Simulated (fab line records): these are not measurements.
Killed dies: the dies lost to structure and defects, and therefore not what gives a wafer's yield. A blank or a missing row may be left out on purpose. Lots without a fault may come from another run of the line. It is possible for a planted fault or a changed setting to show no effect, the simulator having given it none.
Which tool is to blame?    flow gf180mcu    36 wafers from 12 lots sampled at 6 of the route's 602 steps

## WHAT THE GAUGES SHOWED, per wafer
GF_STI_THK_MEAS_24. Usual: STI_CVD_23_THK gives 649 nm (standard deviation 5.9).
lot   measured     on            STI_CVD_23_THK (nm)  flag
L587  day 2 04:30  filmMetro-03  654 657 651          
L588  day 2 09:10  filmMetro-04  646 644 643          
L589  day 2 14:16  filmMetro-04  641 650 653          
L592  day 3 05:35  filmMetro-04  647 647 646          
L594  day 3 17:40  filmMetro-04  646 649 645          
L596  day 4 03:46  filmMetro-01  650 641 651          
L597  day 4 09:41  filmMetro-04  643 646 642          
L598  day 4 14:14  filmMetro-03  663 658 652          
L599  day 4 18:16  filmMetro-03  654 647 652          
L600  day 4 22:40  filmMetro-03  647 646 643          
L608  day 6 16:19  filmMetro-01  644 660 653          
L609  day 6 20:41  filmMetro-01  655 637 643          

GF_HV_LDD_TW_MEAS_23. Usual: HV_LDD_2_TW gives 1047 (standard deviation 12).
lot   measured      on            HV_LDD_2_TW     flag
L587  day 10 16:48  filmMetro-04  1040 1035 1037  
L588  day 11 01:06  filmMetro-04  1044 1038 1035  
L589  day 11 05:07  filmMetro-01  1043 1044 1042  
L592  day 12 06:59  filmMetro-02  1069 1064 1065  
L594  day 13 06:52  filmMetro-02  1060 1055 1055  
L596  day 13 17:32  filmMetro-04  1034 1039 1037  
L597  day 14 02:01  filmMetro-04  1031 1033 1039  
L598  day 14 07:57  filmMetro-01  1042 1041 1041  
L599  day 14 15:23  filmMetro-01  1040 1043 1038  
L600  day 14 19:19  filmMetro-01  1034 1041 1042  
L608  day 17 09:40  filmMetro-04  1037 1043 1040  
L609  day 17 15:25  filmMetro-02  30 30 30        OFF

GF_CONTACT_RS_MEAS_25: the measuring method here is four-point-probe. Usual: CONTACT_W_RS gives 0.386 ohm/sq (standard deviation 0.0045).
lot   measured      on            CONTACT_W_RS (ohm/sq)  flag
L587  day 16 00:03  filmMetro-02  0.387 0.380 0.383      
L588  day 16 09:50  filmMetro-02  0.382 0.387 0.380      
L589  day 16 18:52  filmMetro-04  0.384 0.385 0.378      
L592  day 17 21:18  filmMetro-04  0.387 0.380 0.379      
L594  day 19 03:04  filmMetro-01  0.380 0.384 0.386      
L596  day 19 15:43  filmMetro-02  0.388 0.386 0.385      
L597  day 20 02:13  filmMetro-01  0.394 0.388 0.390      
L598  day 20 09:57  filmMetro-02  0.392 0.395 0.387      
L599  day 20 16:13  filmMetro-02  0.391 0.396 0.396      
L600  day 20 22:18  filmMetro-02  0.385 0.383 0.382      
L608  day 23 16:05  filmMetro-02  0.386 0.391 0.390      

## WHICH TOOL RAN EACH LOT (tool, then ch and the chambers of the sampled wafers, then the start)
lot   GF_HV_LDD_STRIP_10                   GF_HV_LDD_STRIP_22                   GF_CONTACT_ETCH_17
L587  plasmaAsher-02 ch 0,1, day 9 22:33   plasmaAsher-03 ch 0,1, day 10 16:42  rieDiel-02 ch 0,1,3, day 16 00:03 or earlier
L588  plasmaAsher-04 ch 1, day 10 06:38    plasmaAsher-03 ch 0,1, day 11 01:00  rieDiel-03 ch 0,1,2, day 16 09:50 or earlier
L589  plasmaAsher-03 ch 0,1, day 10 11:08  plasmaAsher-02 ch 0,1, day 11 05:00  rieDiel-03 ch 1,2,3, day 16 18:52 or earlier
L592  plasmaAsher-04 ch 0,1, day 11 11:45  plasmaAsher-02 ch 0,1, day 12 06:48  rieDiel-01 ch 1,2,3, day 17 21:18 or earlier
L594  plasmaAsher-02 ch 0, day 12 10:18    plasmaAsher-02 ch 0,1, day 13 06:38  rieDiel-02 ch 0,2,3, day 19 03:04 or earlier
L596  plasmaAsher-04 ch 0,1, day 12 21:26  plasmaAsher-03 ch 0,1, day 13 17:26  rieDiel-03 ch 0,2, day 19 15:43 or earlier
L597  plasmaAsher-04 ch 0, day 13 05:20    plasmaAsher-02 ch 0,1, day 14 01:54  rieDiel-02 ch 0,2, day 20 02:13 or earlier
L598  plasmaAsher-03 ch 0,1, day 13 11:08  plasmaAsher-02 ch 0,1, day 14 07:52  rieDiel-01 ch 1,2, day 20 09:57 or earlier
L599  plasmaAsher-04 ch 0,1, day 13 18:29  plasmaAsher-03 ch 0,1, day 14 15:17  rieDiel-02 ch 0,1,2, day 20 16:13 or earlier
L600  plasmaAsher-03 ch 1, day 13 22:18    plasmaAsher-04 ch 0, day 14 19:12    rieDiel-02 ch 1,2,3, day 20 22:18 or earlier
L608  plasmaAsher-02 ch 0,1, day 16 10:53  plasmaAsher-02 ch 1, day 17 09:33    rieDiel-02 ch 1,3, day 23 16:05 or earlier
L609  plasmaAsher-04 ch 0,1, day 16 16:29  plasmaAsher-03 ch 0,1, day 17 15:20  -
- GF_HV_LDD_STRIP_10: strips in O2/N2.
- GF_HV_LDD_STRIP_22: strips in O2/N2.
- GF_CONTACT_ETCH_17: etches SiO2 in C4F8/O2/Ar, stops on CoSi2, target depth 860 nm.

## WHAT THE TOOLS THEMSELVES READ (means of the sampled wafers that have a number; where no wafer has one, the mark that the record gives instead)
GF_HV_LDD_STRIP_10. Usual: drypumpMotorCurrentA 5.9 A, standard deviation 0.32; heaterPowerW 330 W, standard deviation 46; oesProductAu 0.716 a.u., standard deviation 0.0049; stripTimeToEndpointS 12.618 s, standard deviation 0.028.
lot   tool            drypumpMotorCurrentA (A)  heaterPowerW (W)  oesProductAu (a.u.)  stripTimeToEndpointS (s)  flag
L587  plasmaAsher-02  5.8                       368               0.721                12.591                    
L588  plasmaAsher-04  6.1                       391               0.717                12.623                    
L589  plasmaAsher-03  6.0                       275               0.714                12.653                    
L592  plasmaAsher-04  5.9                       357               0.716                12.625                    
L594  plasmaAsher-02  5.6                       381               0.714                12.634                    
L596  plasmaAsher-04  5.6                       330               0.716                12.590                    
L597  plasmaAsher-04  5.3                       308               0.716                12.586                    
L598  plasmaAsher-03  6.1                       292               0.715                12.594                    
L599  plasmaAsher-04  5.8                       359               0.716                12.604                    
L600  plasmaAsher-03  6.1                       299               0.714                12.638                    
L608  plasmaAsher-02  5.8                       372               0.715                12.593                    
L609  plasmaAsher-04  5.8                       360               0.953                -                         OFF

GF_HV_LDD_STRIP_22. Usual: drypumpMotorCurrentA 5.91 A, standard deviation 0.28; heaterPowerW 327 W, standard deviation 45; oesProductAu 0.716 a.u., standard deviation 0.0042; stripTimeToEndpointS 12.63 s, standard deviation 0.032.
lot   tool            drypumpMotorCurrentA (A)  heaterPowerW (W)  oesProductAu (a.u.)  stripTimeToEndpointS (s)  flag
L587  plasmaAsher-03  6.08                      291               0.712                12.63                     
L588  plasmaAsher-03  6.08                      294               0.719                12.61                     
L589  plasmaAsher-02  5.98                      351               0.713                12.66                     
L592  plasmaAsher-02  5.79                      371               0.715                12.62                     
L594  plasmaAsher-02  5.80                      368               0.715                12.61                     
L596  plasmaAsher-03  6.02                      277               0.713                12.59                     
L597  plasmaAsher-02  5.98                      352               0.718                12.60                     
L598  plasmaAsher-02  5.98                      355               0.714                12.64                     
L599  plasmaAsher-03  6.08                      288               0.712                12.67                     
L600  plasmaAsher-04  5.30                      313               0.719                12.65                     
L608  plasmaAsher-02  6.16                      336               0.713                12.64                     
L609  plasmaAsher-03  6.04                      278               0.717                14.54                     OFF

GF_CONTACT_ETCH_17. Usual: oesProductAu 0.815 a.u., standard deviation 0.0047.
lot   tool        oesProductAu (a.u.)  flag
L587  rieDiel-02  0.815                
L588  rieDiel-03  0.818                
L589  rieDiel-03  0.819                
L592  rieDiel-01  0.813                
L594  rieDiel-02  0.812                
L596  rieDiel-03  0.815                
L597  rieDiel-02  0.813                
L598  rieDiel-01  0.818                
L599  rieDiel-02  0.814                
L600  rieDiel-02  0.817                
L608  rieDiel-02  0.817                

## THE ANSWER, worked out from the rows above alone
Rule: a lot counts as off when the mean over its wafers that have a number is more than 3 standard deviations away from the usual mean. A lot without any number at a reading at which 4 lots or more have one is off too. Where the step has rows for the other lots, those lots are counted as sound. Order of review: gauges by route order, followed by the tools' own readings, for which a lot's mean as printed above is used. The first step at which some lot is off is used, and at that step the reading that is off furthest; a lot without a number counts as furthest.
Off: L609, seen at GF_HV_LDD_TW_MEAS_23 (HV_LDD_2_TW).
A tool fits if, at a process step before that reading, it ran every lot that is off, and no sound lot after the first of them. Not tried: the gauges at GF_HV_LDD_TW_MEAS_23; whatever is off there is also off at GF_HV_LDD_STRIP_10, on other tools, and gauge error can't account for it. Undecided on this evidence; 2 tools fit (plasmaAsher-04 at GF_HV_LDD_STRIP_10, plasmaAsher-03 at GF_HV_LDD_STRIP_22).

## WHAT THE SIMULATOR HAD PUT IN
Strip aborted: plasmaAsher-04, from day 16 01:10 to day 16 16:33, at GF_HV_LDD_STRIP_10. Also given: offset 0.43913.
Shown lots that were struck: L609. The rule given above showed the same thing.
